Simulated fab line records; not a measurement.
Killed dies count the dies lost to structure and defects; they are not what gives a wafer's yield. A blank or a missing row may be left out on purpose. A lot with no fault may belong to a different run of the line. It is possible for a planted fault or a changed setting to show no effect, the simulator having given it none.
Problem report in the 8D (eight disciplines) form, filled by code | flow sky130 | the parts of the form that need people (team, actions taken, sign-off) are left out

## 1. WHAT WENT WRONG
At SKY_RES_PROTECT_DEHYDRATE_00, heater power total W averages 158.96 W over 6 wafers from 2 lots, while fault-free wafers read 160.39 W, standard deviation 0.12. Measured from the usual mean, that is -12 standard deviations.
The step: time 60 s.
The first sign was on wafer L882.2 at day 19 00:06, on litho track-02. At this step, 42 wafers from 14 lots have a number in the record. Rule for "out" (also "out of limits"): further than 4 standard deviations from the usual mean. The other wafers with a number count as sound.

## 2. WHAT IT IS, WHAT IT ISN'T
question                    | is                                 | is not
which readings at this step | heater power total W, plate temp C | -
which lots                  | L882, L883                         | L871, L872, L873, L874, L875, L878, L879, L886, L890, L891, L892, L893
which wafers of those lots  | all that have a number             | -
read on which tools         | litho track-02                     | litho track-01, litho track-04
when                        | from day 19 00:06                  | up to then (21 sound wafers); but 15 sound wafers of L886, L890, L891, L892, L893 came after

## 3. THE SUSPECTS, EACH WITH WHAT RULES IT OUT
Counting: a tool at a process step up to the reading stays a suspect if it ran every lot that is out and no sound lot after the first of them.
- litho track-02 at SKY_RES_PROTECT_DEHYDRATE_00 (time 60 s): ruled out as a lasting fault. The sound lots L891, L893 went through it after L882, its earliest lot that is out (day 19 00:06).
Left after counting: nothing in the record.

## 4. THE CAUSE (what the simulator had put in)
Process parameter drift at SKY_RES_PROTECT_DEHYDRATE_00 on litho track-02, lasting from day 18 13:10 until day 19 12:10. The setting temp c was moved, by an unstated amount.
Counting ruled it out, wrongly.

## 5. THE CHAIN OF EFFECTS, in route order
Each row: a reading where the mean over the struck wafers with a number is more than 3 standard deviations away from the usual. Readings are gone through only where the record gives a usual standard deviation; hours: the median, over the lots, of the time from a lot's start at the first step in this table giving one to that lot's start at this step; sigmas: the change measured in usual standard deviations.
hours | step                         | reading              | usual    | on struck wafers | change | sigmas
0     | SKY_RES_PROTECT_DEHYDRATE_00 | heater power total W | 160.39 W | 158.96           | -1.43  | -12
0     | SKY_RES_PROTECT_DEHYDRATE_00 | plate temp C         | 200.00 C | 198.67           | -1.33  | -8.3
The process steps in it:
- SKY_RES_PROTECT_DEHYDRATE_00: time 60 s.
Later steps that measure or inspect, where all struck wafers having a row at the step show a number for every such reading and not one has moved that far: SKY_POLY_GATE_OVL_MEAS_14, SKY_POLY_GATE_THK_MEAS_21.

## 6. WHAT WOULD HAVE CAUGHT IT SOONER
First out-of-limits reading in this record: day 19 00:06, which is 11 hours after fault onset at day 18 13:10.
